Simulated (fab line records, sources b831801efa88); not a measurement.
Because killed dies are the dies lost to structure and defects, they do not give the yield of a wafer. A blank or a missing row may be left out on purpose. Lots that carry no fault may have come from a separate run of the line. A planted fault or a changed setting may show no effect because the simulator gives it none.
fab line records / flow sky130
record lots=14 wafers=40 lastDay=50
route steps=708 shown LOCAL_INTERCONNECT@387
lots with no fault: from the same line, run without faults
startH: the number of hours between the record's first day and the start of the first shown wafer of the lot / waitH: hours since the lot's step before / " identical to the entry in the row above / L1.1+2: one row covering several wafers at once / - no value, or no start given / * or withheld: withheld / < > ~ a bound
route shown NAME@n: NAME is a module with steps in the file, n the number in the route of the first one / usual: mean/standard deviation of fault-free wafers / same: alike in all rows / chamber/n: place in a boat / sites: the reading at each site / _std_site: standard deviation of those values / _edge_site: mean of outer sites minus mean of inner sites / radiusMm: how far each site lies from the wafer's centre / mask NAME#n: copy n / behind: the last tool/chamber to shape the wafer / hold: the reason the lot was held/the length of the hold in hours/how it ended / device: the transistor (n, p or np) that didn't switch / end of line: the tests these same wafers got at the end of their route / a step with no rows: only its recipe / killed: not the wafer's yield, but the dies lost to structure and defects at the first sort / map: shows each die of a wafer: x if killed, . if not, _ if none is there
set.NAME: the setting the step ran with; set.NAME@STEP: the setting that earlier step ran with / model.NAME: the simulator's own value behind a step, which no gauge read
the route's steps for a sample of lots (tables are steps, rows are wafers)
services: the hour from which a tool's chamber was out of use, counted from the record's first day as startH (under 0 if before that day), plus the number of hours and why
## steps
# step SKY_LOCAL_INTERCONNECT_SPUTTER_00
# recipe material=TiN targetThkNm=100 tempC=300 powerW=6500 timeS=83.3 chamberPressurePa=0.4
# usual throttleValvePct=29.6/1.2
lot.wafer=L202.3 tool=pvdSputter-03 chamber=- startH=668.24 waitH=0.2 throttleValvePct=29.0
lot.wafer=L202.4 tool=pvdSputter-03 chamber=- startH=668.24 waitH=0.2 throttleValvePct=31.4
lot.wafer=L202.5 tool=pvdSputter-03 chamber=- startH=668.24 waitH=0.2 throttleValvePct=29.3
lot.wafer=L203.1 tool=pvdSputter-04 chamber=- startH=669.17 waitH=0.2 throttleValvePct=28.8
lot.wafer=L203.4 tool=pvdSputter-04 chamber=- startH=669.17 waitH=0.2 throttleValvePct=28.7
lot.wafer=L203.6 tool=pvdSputter-04 chamber=- startH=669.17 waitH=0.2 throttleValvePct=30.4
lot.wafer=L204.1 tool=pvdSputter-03 chamber=- startH=674.81 waitH=0.2 throttleValvePct=31.7
lot.wafer=L204.2 tool=pvdSputter-03 chamber=- startH=674.81 waitH=0.2 throttleValvePct=29.6
lot.wafer=L204.6 tool=pvdSputter-03 chamber=- startH=674.81 waitH=0.2 throttleValvePct=29.6
lot.wafer=L205.1 tool=pvdSputter-04 chamber=- startH=691.39 waitH=0.1 throttleValvePct=31.0
lot.wafer=L205.5 tool=pvdSputter-04 chamber=- startH=691.39 waitH=0.1 throttleValvePct=30.9
lot.wafer=L205.6 tool=pvdSputter-04 chamber=- startH=691.39 waitH=0.1 throttleValvePct=28.6
lot.wafer=L206.1 tool=pvdSputter-02 chamber=- startH=697.92 waitH=0.2 throttleValvePct=28.6
lot.wafer=L206.3 tool=pvdSputter-02 chamber=- startH=697.92 waitH=0.2 throttleValvePct=26.9
lot.wafer=L206.6 tool=pvdSputter-02 chamber=- startH=697.92 waitH=0.2 throttleValvePct=30.6
lot.wafer=L207.1 tool=pvdSputter-02 chamber=- startH=708.09 waitH=0.1 throttleValvePct=29.0
lot.wafer=L207.4 tool=pvdSputter-02 chamber=- startH=708.09 waitH=0.1 throttleValvePct=30.7
lot.wafer=L207.6 tool=pvdSputter-02 chamber=- startH=708.09 waitH=0.1 throttleValvePct=31.1
lot.wafer=L208.1 tool=pvdSputter-02 chamber=- startH=712.64 waitH=0.1 throttleValvePct=30.4
lot.wafer=L208.3 tool=pvdSputter-02 chamber=- startH=712.64 waitH=0.1 throttleValvePct=28.6
lot.wafer=L208.5 tool=pvdSputter-02 chamber=- startH=712.64 waitH=0.1 throttleValvePct=28.7
lot.wafer=L214.1 tool=pvdSputter-04 chamber=- startH=757.14 waitH=0.1 throttleValvePct=30.3
lot.wafer=L214.2 tool=pvdSputter-04 chamber=- startH=757.14 waitH=0.1 throttleValvePct=30.9
lot.wafer=L216.1 tool=pvdSputter-04 chamber=- startH=766.59 waitH=0.1 throttleValvePct=28.9
lot.wafer=L216.2 tool=pvdSputter-04 chamber=- startH=766.59 waitH=0.1 throttleValvePct=31.0
lot.wafer=L218.1 tool=pvdSputter-02 chamber=- startH=788.94 waitH=0.1 throttleValvePct=28.5
lot.wafer=L218.3 tool=pvdSputter-02 chamber=- startH=788.94 waitH=0.1 throttleValvePct=27.0
lot.wafer=L218.4 tool=pvdSputter-02 chamber=- startH=788.94 waitH=0.1 throttleValvePct=30.4
lot.wafer=L222.2 tool=pvdSputter-03 chamber=- startH=822.19 waitH=0.1 throttleValvePct=28.7
lot.wafer=L222.4 tool=pvdSputter-03 chamber=- startH=822.19 waitH=0.1 throttleValvePct=29.8
lot.wafer=L222.6 tool=pvdSputter-03 chamber=- startH=822.19 waitH=0.1 throttleValvePct=28.9
lot.wafer=L221.1 tool=pvdSputter-03 chamber=- startH=824.27 waitH=0.2 throttleValvePct=31.4
lot.wafer=L221.4 tool=pvdSputter-03 chamber=- startH=824.27 waitH=0.2 throttleValvePct=29.9
lot.wafer=L221.5 tool=pvdSputter-03 chamber=- startH=824.27 waitH=0.2 throttleValvePct=30.0
lot.wafer=L224.1 tool=pvdSputter-03 chamber=- startH=835.84 waitH=0.1 throttleValvePct=31.2
lot.wafer=L224.3 tool=pvdSputter-03 chamber=- startH=835.84 waitH=0.1 throttleValvePct=29.9
lot.wafer=L224.6 tool=pvdSputter-03 chamber=- startH=835.84 waitH=0.1 throttleValvePct=30.4
lot.wafer=L225.2 tool=pvdSputter-03 chamber=- startH=838.79 waitH=0.1 throttleValvePct=30.1
lot.wafer=L225.3 tool=pvdSputter-03 chamber=- startH=838.79 waitH=0.1 throttleValvePct=31.5
lot.wafer=L225.5 tool=pvdSputter-03 chamber=- startH=838.79 waitH=0.1 throttleValvePct=28.9
# step SKY_LOCAL_INTERCONNECT_RS_MEAS_01
# recipe thkMeasGauge=four-point-probe reads=TiN_of_LOCAL_INTERCONNECT_SPUTTER_00
# usual LOCAL_INTERCONNECT_TIN_RS=14.15/0.19
lot.wafer=L202.3 tool=filmMetro-03 chamber=- startH=668.34 waitH=0.1 LOCAL_INTERCONNECT_TIN_RS[ohm/sq]=13.99
lot.wafer=L202.4 tool=filmMetro-03 chamber=- startH=668.34 waitH=0.1 LOCAL_INTERCONNECT_TIN_RS[ohm/sq]=14.13
lot.wafer=L202.5 tool=filmMetro-03 chamber=- startH=668.34 waitH=0.1 LOCAL_INTERCONNECT_TIN_RS[ohm/sq]=13.94
lot.wafer=L203.1 tool=filmMetro-03 chamber=- startH=669.23 waitH=0.0 LOCAL_INTERCONNECT_TIN_RS[ohm/sq]=14.06
lot.wafer=L203.4 tool=filmMetro-03 chamber=- startH=669.23 waitH=0.0 LOCAL_INTERCONNECT_TIN_RS[ohm/sq]=13.92
lot.wafer=L203.6 tool=filmMetro-03 chamber=- startH=669.23 waitH=0.0 LOCAL_INTERCONNECT_TIN_RS[ohm/sq]=14.07
lot.wafer=L204.1 tool=filmMetro-01 chamber=- startH=674.88 waitH=0.0 LOCAL_INTERCONNECT_TIN_RS[ohm/sq]=14.24
lot.wafer=L204.2 tool=filmMetro-01 chamber=- startH=674.88 waitH=0.0 LOCAL_INTERCONNECT_TIN_RS[ohm/sq]=14.16
lot.wafer=L204.6 tool=filmMetro-01 chamber=- startH=674.88 waitH=0.0 LOCAL_INTERCONNECT_TIN_RS[ohm/sq]=14.25
lot.wafer=L205.1 tool=filmMetro-03 chamber=- startH=691.45 waitH=0.0 LOCAL_INTERCONNECT_TIN_RS[ohm/sq]=13.90
lot.wafer=L205.5 tool=filmMetro-03 chamber=- startH=691.45 waitH=0.0 LOCAL_INTERCONNECT_TIN_RS[ohm/sq]=13.93
lot.wafer=L205.6 tool=filmMetro-03 chamber=- startH=691.45 waitH=0.0 LOCAL_INTERCONNECT_TIN_RS[ohm/sq]=14.16
lot.wafer=L206.1 tool=filmMetro-04 chamber=- startH=697.98 waitH=0.0 LOCAL_INTERCONNECT_TIN_RS[ohm/sq]=14.30
lot.wafer=L206.3 tool=filmMetro-04 chamber=- startH=697.98 waitH=0.0 LOCAL_INTERCONNECT_TIN_RS[ohm/sq]=14.07
lot.wafer=L206.6 tool=filmMetro-04 chamber=- startH=697.98 waitH=0.0 LOCAL_INTERCONNECT_TIN_RS[ohm/sq]=14.04
lot.wafer=L207.1 tool=filmMetro-03 chamber=- startH=708.15 waitH=0.0 LOCAL_INTERCONNECT_TIN_RS[ohm/sq]=14.47
lot.wafer=L207.4 tool=filmMetro-03 chamber=- startH=708.15 waitH=0.0 LOCAL_INTERCONNECT_TIN_RS[ohm/sq]=14.23
lot.wafer=L207.6 tool=filmMetro-03 chamber=- startH=708.15 waitH=0.0 LOCAL_INTERCONNECT_TIN_RS[ohm/sq]=14.16
lot.wafer=L208.1 tool=filmMetro-01 chamber=- startH=712.70 waitH=0.0 LOCAL_INTERCONNECT_TIN_RS[ohm/sq]=14.20
lot.wafer=L208.3 tool=filmMetro-01 chamber=- startH=712.70 waitH=0.0 LOCAL_INTERCONNECT_TIN_RS[ohm/sq]=14.35
lot.wafer=L208.5 tool=filmMetro-01 chamber=- startH=712.70 waitH=0.0 LOCAL_INTERCONNECT_TIN_RS[ohm/sq]=14.28
lot.wafer=L214.1 tool=filmMetro-01 chamber=- startH=757.20 waitH=0.0 LOCAL_INTERCONNECT_TIN_RS[ohm/sq]=14.15
lot.wafer=L214.2 tool=filmMetro-01 chamber=- startH=757.20 waitH=0.0 LOCAL_INTERCONNECT_TIN_RS[ohm/sq]=15.32
lot.wafer=L216.1 tool=filmMetro-04 chamber=- startH=766.65 waitH=0.0 LOCAL_INTERCONNECT_TIN_RS[ohm/sq]=14.24
lot.wafer=L216.2 tool=filmMetro-04 chamber=- startH=766.65 waitH=0.0 LOCAL_INTERCONNECT_TIN_RS[ohm/sq]=15.56
lot.wafer=L218.1 tool=filmMetro-01 chamber=- startH=789.00 waitH=0.0 LOCAL_INTERCONNECT_TIN_RS[ohm/sq]=14.24
lot.wafer=L218.3 tool=filmMetro-01 chamber=- startH=789.00 waitH=0.0 LOCAL_INTERCONNECT_TIN_RS[ohm/sq]=14.25
lot.wafer=L218.4 tool=filmMetro-01 chamber=- startH=789.00 waitH=0.0 LOCAL_INTERCONNECT_TIN_RS[ohm/sq]=14.15
lot.wafer=L222.2 tool=filmMetro-03 chamber=- startH=822.27 waitH=0.1 LOCAL_INTERCONNECT_TIN_RS[ohm/sq]=13.98
lot.wafer=L222.4 tool=filmMetro-03 chamber=- startH=822.27 waitH=0.1 LOCAL_INTERCONNECT_TIN_RS[ohm/sq]=13.83
lot.wafer=L222.6 tool=filmMetro-03 chamber=- startH=822.27 waitH=0.1 LOCAL_INTERCONNECT_TIN_RS[ohm/sq]=13.97
lot.wafer=L221.1 tool=filmMetro-03 chamber=- startH=824.34 waitH=0.0 LOCAL_INTERCONNECT_TIN_RS[ohm/sq]=13.80
lot.wafer=L221.4 tool=filmMetro-03 chamber=- startH=824.34 waitH=0.0 LOCAL_INTERCONNECT_TIN_RS[ohm/sq]=13.96
lot.wafer=L221.5 tool=filmMetro-03 chamber=- startH=824.34 waitH=0.0 LOCAL_INTERCONNECT_TIN_RS[ohm/sq]=13.95
lot.wafer=L224.1 tool=filmMetro-01 chamber=- startH=835.90 waitH=0.0 LOCAL_INTERCONNECT_TIN_RS[ohm/sq]=14.40
lot.wafer=L224.3 tool=filmMetro-01 chamber=- startH=835.90 waitH=0.0 LOCAL_INTERCONNECT_TIN_RS[ohm/sq]=14.31
lot.wafer=L224.6 tool=filmMetro-01 chamber=- startH=835.90 waitH=0.0 LOCAL_INTERCONNECT_TIN_RS[ohm/sq]=14.27
lot.wafer=L225.2 tool=filmMetro-04 chamber=- startH=838.87 waitH=0.1 LOCAL_INTERCONNECT_TIN_RS[ohm/sq]=14.05
lot.wafer=L225.3 tool=filmMetro-04 chamber=- startH=838.87 waitH=0.1 LOCAL_INTERCONNECT_TIN_RS[ohm/sq]=14.01
lot.wafer=L225.5 tool=filmMetro-04 chamber=- startH=838.87 waitH=0.1 LOCAL_INTERCONNECT_TIN_RS[ohm/sq]=14.03
# step SKY_LOCAL_INTERCONNECT_THK_MEAS_02
# recipe thkMeasGauge=xrf reads=TiN_of_LOCAL_INTERCONNECT_SPUTTER_00
# usual LOCAL_INTERCONNECT_TIN_THK=100.5/1.5
lot.wafer=L202.3 tool=filmMetro-03 chamber=- startH=668.44 waitH=0.1 LOCAL_INTERCONNECT_TIN_THK[nm]=100.9
lot.wafer=L202.4 tool=filmMetro-03 chamber=- startH=668.44 waitH=0.1 LOCAL_INTERCONNECT_TIN_THK[nm]=100.0
lot.wafer=L202.5 tool=filmMetro-03 chamber=- startH=668.44 waitH=0.1 LOCAL_INTERCONNECT_TIN_THK[nm]=100.9
lot.wafer=L203.1 tool=filmMetro-03 chamber=- startH=669.35 waitH=0.1 LOCAL_INTERCONNECT_TIN_THK[nm]=100.6
lot.wafer=L203.4 tool=filmMetro-03 chamber=- startH=669.35 waitH=0.1 LOCAL_INTERCONNECT_TIN_THK[nm]=101.8
lot.wafer=L203.6 tool=filmMetro-03 chamber=- startH=669.35 waitH=0.1 LOCAL_INTERCONNECT_TIN_THK[nm]=100.5
lot.wafer=L204.1 tool=filmMetro-01 chamber=- startH=675.00 waitH=0.1 LOCAL_INTERCONNECT_TIN_THK[nm]=100.4
lot.wafer=L204.2 tool=filmMetro-01 chamber=- startH=675.00 waitH=0.1 LOCAL_INTERCONNECT_TIN_THK[nm]=100.8
lot.wafer=L204.6 tool=filmMetro-01 chamber=- startH=675.00 waitH=0.1 LOCAL_INTERCONNECT_TIN_THK[nm]=100.4
lot.wafer=L205.1 tool=filmMetro-03 chamber=- startH=691.57 waitH=0.1 LOCAL_INTERCONNECT_TIN_THK[nm]=101.1
lot.wafer=L205.5 tool=filmMetro-03 chamber=- startH=691.57 waitH=0.1 LOCAL_INTERCONNECT_TIN_THK[nm]=100.7
lot.wafer=L205.6 tool=filmMetro-03 chamber=- startH=691.57 waitH=0.1 LOCAL_INTERCONNECT_TIN_THK[nm]=99.5
lot.wafer=L206.1 tool=filmMetro-04 chamber=- startH=698.10 waitH=0.1 LOCAL_INTERCONNECT_TIN_THK[nm]=99.8
lot.wafer=L206.3 tool=filmMetro-04 chamber=- startH=698.10 waitH=0.1 LOCAL_INTERCONNECT_TIN_THK[nm]=101.9
lot.wafer=L206.6 tool=filmMetro-04 chamber=- startH=698.10 waitH=0.1 LOCAL_INTERCONNECT_TIN_THK[nm]=101.5
lot.wafer=L207.1 tool=filmMetro-03 chamber=- startH=708.27 waitH=0.1 LOCAL_INTERCONNECT_TIN_THK[nm]=96.9
lot.wafer=L207.4 tool=filmMetro-03 chamber=- startH=708.27 waitH=0.1 LOCAL_INTERCONNECT_TIN_THK[nm]=99.3
lot.wafer=L207.6 tool=filmMetro-03 chamber=- startH=708.27 waitH=0.1 LOCAL_INTERCONNECT_TIN_THK[nm]=99.5
lot.wafer=L208.1 tool=filmMetro-01 chamber=- startH=712.82 waitH=0.1 LOCAL_INTERCONNECT_TIN_THK[nm]=100.9
lot.wafer=L208.3 tool=filmMetro-01 chamber=- startH=712.82 waitH=0.1 LOCAL_INTERCONNECT_TIN_THK[nm]=99.7
lot.wafer=L208.5 tool=filmMetro-01 chamber=- startH=712.82 waitH=0.1 LOCAL_INTERCONNECT_TIN_THK[nm]=100.1
lot.wafer=L214.1 tool=filmMetro-01 chamber=- startH=757.32 waitH=0.1 LOCAL_INTERCONNECT_TIN_THK[nm]=101.9
lot.wafer=L214.2 tool=filmMetro-01 chamber=- startH=757.32 waitH=0.1 LOCAL_INTERCONNECT_TIN_THK[nm]=94.0
lot.wafer=L216.1 tool=filmMetro-04 chamber=- startH=766.77 waitH=0.1 LOCAL_INTERCONNECT_TIN_THK[nm]=100.7
lot.wafer=L216.2 tool=filmMetro-04 chamber=- startH=766.77 waitH=0.1 LOCAL_INTERCONNECT_TIN_THK[nm]=92.5
lot.wafer=L218.1 tool=filmMetro-01 chamber=- startH=789.12 waitH=0.1 LOCAL_INTERCONNECT_TIN_THK[nm]=100.9
lot.wafer=L218.3 tool=filmMetro-01 chamber=- startH=789.12 waitH=0.1 LOCAL_INTERCONNECT_TIN_THK[nm]=100.1
lot.wafer=L218.4 tool=filmMetro-01 chamber=- startH=789.12 waitH=0.1 LOCAL_INTERCONNECT_TIN_THK[nm]=101.0
lot.wafer=L222.2 tool=filmMetro-03 chamber=- startH=822.38 waitH=0.1 LOCAL_INTERCONNECT_TIN_THK[nm]=101.2
lot.wafer=L222.4 tool=filmMetro-03 chamber=- startH=822.38 waitH=0.1 LOCAL_INTERCONNECT_TIN_THK[nm]=101.4
lot.wafer=L222.6 tool=filmMetro-03 chamber=- startH=822.38 waitH=0.1 LOCAL_INTERCONNECT_TIN_THK[nm]=100.9
lot.wafer=L221.1 tool=filmMetro-03 chamber=- startH=824.46 waitH=0.1 LOCAL_INTERCONNECT_TIN_THK[nm]=101.8
lot.wafer=L221.4 tool=filmMetro-03 chamber=- startH=824.46 waitH=0.1 LOCAL_INTERCONNECT_TIN_THK[nm]=101.1
lot.wafer=L221.5 tool=filmMetro-03 chamber=- startH=824.46 waitH=0.1 LOCAL_INTERCONNECT_TIN_THK[nm]=101.0
lot.wafer=L224.1 tool=filmMetro-01 chamber=- startH=836.02 waitH=0.1 LOCAL_INTERCONNECT_TIN_THK[nm]=99.3
lot.wafer=L224.3 tool=filmMetro-01 chamber=- startH=836.02 waitH=0.1 LOCAL_INTERCONNECT_TIN_THK[nm]=100.0
lot.wafer=L224.6 tool=filmMetro-01 chamber=- startH=836.02 waitH=0.1 LOCAL_INTERCONNECT_TIN_THK[nm]=100.0
lot.wafer=L225.2 tool=filmMetro-04 chamber=- startH=838.98 waitH=0.1 LOCAL_INTERCONNECT_TIN_THK[nm]=101.0
lot.wafer=L225.3 tool=filmMetro-04 chamber=- startH=838.98 waitH=0.1 LOCAL_INTERCONNECT_TIN_THK[nm]=101.5
lot.wafer=L225.5 tool=filmMetro-04 chamber=- startH=838.98 waitH=0.1 LOCAL_INTERCONNECT_TIN_THK[nm]=101.4
# step SKY_LOCAL_INTERCONNECT_METAL_ETCH_14
# recipe targetDepthNm=110 stopOn=PSG chemistry=Cl2/BCl3 target=TiN resistSidewallDeg=88 pressureMtorr=10 icpW=900 biasW=48.5 Cl2_flow_sccm=60 bcl3FlowSccm=30 timeS=31.4
# usual drypumpMotorCurrentA=5.6/0.51 oesProductAu=0.941/0.0084 throttleValvePct=21.901/0.011
lot.wafer=L202.3 tool=rieMetal-03 chamber=0 startH=696.50 waitH=0.0 drypumpMotorCurrentA=6.4 oesProductAu=0.940 rfHoursCounterH=- throttleValvePct=21.914
lot.wafer=L202.4 tool=rieMetal-03 chamber=1 startH=696.50 waitH=0.0 drypumpMotorCurrentA=5.4 oesProductAu=0.947 rfHoursCounterH=- throttleValvePct=21.890
lot.wafer=L202.5 tool=rieMetal-03 chamber=1 startH=696.50 waitH=0.0 drypumpMotorCurrentA=5.4 oesProductAu=0.946 rfHoursCounterH=- throttleValvePct=21.909
lot.wafer=L203.1 tool=rieMetal-04 chamber=0 startH=697.35 waitH=0.0 drypumpMotorCurrentA=5.5 oesProductAu=0.945 rfHoursCounterH=5 throttleValvePct=21.901
lot.wafer=L203.4 tool=rieMetal-04 chamber=1 startH=697.35 waitH=0.0 drypumpMotorCurrentA=5.0 oesProductAu=0.954 rfHoursCounterH=- throttleValvePct=21.911
lot.wafer=L203.6 tool=rieMetal-04 chamber=1 startH=697.35 waitH=0.0 drypumpMotorCurrentA=5.0 oesProductAu=0.945 rfHoursCounterH=- throttleValvePct=21.903
lot.wafer=L204.1 tool=rieMetal-03 chamber=1 startH=703.02 waitH=0.0 drypumpMotorCurrentA=5.4 oesProductAu=0.937 rfHoursCounterH=7 throttleValvePct=21.900
lot.wafer=L204.2 tool=rieMetal-03 chamber=0 startH=703.02 waitH=0.0 drypumpMotorCurrentA=6.4 oesProductAu=0.946 rfHoursCounterH=7 throttleValvePct=21.894
lot.wafer=L204.6 tool=rieMetal-03 chamber=1 startH=703.02 waitH=0.0 drypumpMotorCurrentA=5.4 oesProductAu=0.932 rfHoursCounterH=- throttleValvePct=21.910
lot.wafer=L205.1 tool=rieMetal-04 chamber=1 startH=718.57 waitH=0.0 drypumpMotorCurrentA=5.0 oesProductAu=0.954 rfHoursCounterH=11 throttleValvePct=21.900
lot.wafer=L205.5 tool=rieMetal-04 chamber=0 startH=718.57 waitH=0.0 drypumpMotorCurrentA=5.5 oesProductAu=0.951 rfHoursCounterH=- throttleValvePct=21.893
lot.wafer=L205.6 tool=rieMetal-04 chamber=1 startH=718.57 waitH=0.0 drypumpMotorCurrentA=5.0 oesProductAu=0.944 rfHoursCounterH=- throttleValvePct=21.918
lot.wafer=L206.1 tool=rieMetal-04 chamber=1 startH=724.75 waitH=0.0 drypumpMotorCurrentA=5.0 oesProductAu=0.934 rfHoursCounterH=11 throttleValvePct=21.913
lot.wafer=L206.3 tool=rieMetal-04 chamber=1 startH=724.75 waitH=0.0 drypumpMotorCurrentA=5.0 oesProductAu=0.945 rfHoursCounterH=- throttleValvePct=21.901
lot.wafer=L206.6 tool=rieMetal-04 chamber=0 startH=724.75 waitH=0.0 drypumpMotorCurrentA=5.5 oesProductAu=0.947 rfHoursCounterH=- throttleValvePct=21.878
lot.wafer=L207.1 tool=rieMetal-03 chamber=1 startH=734.90 waitH=0.0 drypumpMotorCurrentA=5.4 oesProductAu=0.930 rfHoursCounterH=7 throttleValvePct=21.916
lot.wafer=L207.4 tool=rieMetal-03 chamber=0 startH=734.90 waitH=0.0 drypumpMotorCurrentA=6.4 oesProductAu=0.935 rfHoursCounterH=- throttleValvePct=21.919
lot.wafer=L207.6 tool=rieMetal-03 chamber=1 startH=734.90 waitH=0.0 drypumpMotorCurrentA=5.4 oesProductAu=0.939 rfHoursCounterH=- throttleValvePct=21.922
lot.wafer=L208.1 tool=rieMetal-04 chamber=1 startH=739.02 waitH=0.0 drypumpMotorCurrentA=5.0 oesProductAu=0.937 rfHoursCounterH=12 throttleValvePct=21.897
lot.wafer=L208.3 tool=rieMetal-04 chamber=0 startH=739.02 waitH=0.0 drypumpMotorCurrentA=5.5 oesProductAu=0.932 rfHoursCounterH=- throttleValvePct=21.915
lot.wafer=L208.5 tool=rieMetal-04 chamber=0 startH=739.02 waitH=0.0 drypumpMotorCurrentA=5.5 oesProductAu=0.937 rfHoursCounterH=- throttleValvePct=21.905
lot.wafer=L214.1 tool=rieMetal-03 chamber=1 startH=783.32 waitH=0.0 drypumpMotorCurrentA=5.4 oesProductAu=0.951 rfHoursCounterH=9 throttleValvePct=21.887
lot.wafer=L214.2 tool=rieMetal-03 chamber=0 startH=783.32 waitH=0.0 drypumpMotorCurrentA=6.4 oesProductAu=0.897 rfHoursCounterH=9 throttleValvePct=21.914
lot.wafer=L216.1 tool=rieMetal-01 chamber=1 startH=793.32 waitH=0.0 drypumpMotorCurrentA=6.4 oesProductAu=0.937 rfHoursCounterH=14 throttleValvePct=21.903
lot.wafer=L216.2 tool=rieMetal-01 chamber=0 startH=793.32 waitH=0.0 drypumpMotorCurrentA=5.8 oesProductAu=0.897 rfHoursCounterH=5 throttleValvePct=21.936
lot.wafer=L218.1 tool=rieMetal-01 chamber=0 startH=816.15 waitH=0.0 drypumpMotorCurrentA=5.8 oesProductAu=0.935 rfHoursCounterH=6 throttleValvePct=21.902
lot.wafer=L218.3 tool=rieMetal-01 chamber=0 startH=816.15 waitH=0.0 drypumpMotorCurrentA=5.8 oesProductAu=0.937 rfHoursCounterH=- throttleValvePct=21.891
lot.wafer=L218.4 tool=rieMetal-01 chamber=1 startH=816.15 waitH=0.0 drypumpMotorCurrentA=6.4 oesProductAu=0.937 rfHoursCounterH=- throttleValvePct=21.903
lot.wafer=L222.2 tool=rieMetal-03 chamber=1 startH=849.32 waitH=0.0 drypumpMotorCurrentA=5.4 oesProductAu=0.942 rfHoursCounterH=12 throttleValvePct=21.880
lot.wafer=L222.4 tool=rieMetal-03 chamber=1 startH=849.32 waitH=0.0 drypumpMotorCurrentA=5.4 oesProductAu=0.954 rfHoursCounterH=- throttleValvePct=21.910
lot.wafer=L222.6 tool=rieMetal-03 chamber=1 startH=849.32 waitH=0.0 drypumpMotorCurrentA=5.3 oesProductAu=0.946 rfHoursCounterH=- throttleValvePct=21.898
lot.wafer=L221.1 tool=rieMetal-04 chamber=1 startH=851.46 waitH=0.0 drypumpMotorCurrentA=5.0 oesProductAu=0.954 rfHoursCounterH=16 throttleValvePct=21.878
lot.wafer=L221.4 tool=rieMetal-04 chamber=0 startH=851.46 waitH=0.0 drypumpMotorCurrentA=5.5 oesProductAu=0.950 rfHoursCounterH=- throttleValvePct=21.895
lot.wafer=L221.5 tool=rieMetal-04 chamber=0 startH=851.46 waitH=0.0 drypumpMotorCurrentA=5.5 oesProductAu=0.957 rfHoursCounterH=- throttleValvePct=21.884
lot.wafer=L224.1 tool=rieMetal-03 chamber=0 startH=862.62 waitH=0.0 drypumpMotorCurrentA=6.4 oesProductAu=0.937 rfHoursCounterH=13 throttleValvePct=21.890
lot.wafer=L224.3 tool=rieMetal-03 chamber=0 startH=862.62 waitH=0.0 drypumpMotorCurrentA=6.4 oesProductAu=0.935 rfHoursCounterH=- throttleValvePct=21.888
lot.wafer=L224.6 tool=rieMetal-03 chamber=1 startH=862.62 waitH=0.0 drypumpMotorCurrentA=5.4 oesProductAu=0.943 rfHoursCounterH=- throttleValvePct=21.894
lot.wafer=L225.2 tool=rieMetal-04 chamber=1 startH=865.74 waitH=0.0 drypumpMotorCurrentA=5.0 oesProductAu=0.944 rfHoursCounterH=17 throttleValvePct=21.903
lot.wafer=L225.3 tool=rieMetal-04 chamber=0 startH=865.74 waitH=0.0 drypumpMotorCurrentA=5.5 oesProductAu=0.951 rfHoursCounterH=- throttleValvePct=21.889
lot.wafer=L225.5 tool=rieMetal-04 chamber=0 startH=865.74 waitH=0.0 drypumpMotorCurrentA=5.5 oesProductAu=0.947 rfHoursCounterH=- throttleValvePct=21.901
## services
tool=pvdSputter-04 chamber=- startH=654.69 hours=3.1 kind=repair
tool=pvdSputter-02 chamber=- startH=679.99 hours=4.8 kind=repair
tool=pvdSputter-04 chamber=- startH=697.47 hours=5.7 kind=repair
tool=pvdSputter-04 chamber=- startH=707.38 hours=6.9 kind=repair
tool=pvdSputter-03 chamber=- startH=716.76 hours=8.5 kind=repair
tool=pvdSputter-04 chamber=- startH=751.59 hours=2.3 kind=repair
tool=rieMetal-04 chamber=- startH=772.48 hours=0.7 kind=repair
tool=rieMetal-01 chamber=1 startH=802.36 hours=2.2 kind=repair
tool=rieMetal-04 chamber=1 startH=854.78 hours=7.0 kind=repair
tool=rieMetal-01 chamber=- startH=859.83 hours=2.8 kind=pm
## key
firstSign step=SKY_LOCAL_INTERCONNECT_RS_MEAS_01 reading=LOCAL_INTERCONNECT_TIN_RS direction=up sigmas=6.7 usual=14.15 struck=15.44
effect step=SKY_LOCAL_INTERCONNECT_THK_MEAS_02 reading=LOCAL_INTERCONNECT_TIN_THK direction=down sigmas=4.8 usual=100.5 struck=93.3
effect step=SKY_LOCAL_INTERCONNECT_METAL_ETCH_14 reading=oesProductAu direction=down sigmas=5.2 usual=0.941 struck=0.897
metAt SKY_LOCAL_INTERCONNECT_SPUTTER_00
struckLots L214,L216
struckWafers L214.2,L216.2
testerLeftOut L214,L216
onsetBetween 691.39 757.14
fault kind=processParameterDrift tool=pvdSputter-04 chamber=- onsetH=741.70 steps=SKY_LOCAL_INTERCONNECT_SPUTTER_00 channel=timeS offset=* shape=step endH=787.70 scope=struckWafersOnly actsIn=* stated=*
# testerLeftOut: of these lots the tester's yield and bins aren't shown, on N5 and GAA mostly nor the transistor test; their killed dies are dies lost to structure and defects alone, not to doping, threshold or leakage, so they don't give the yield
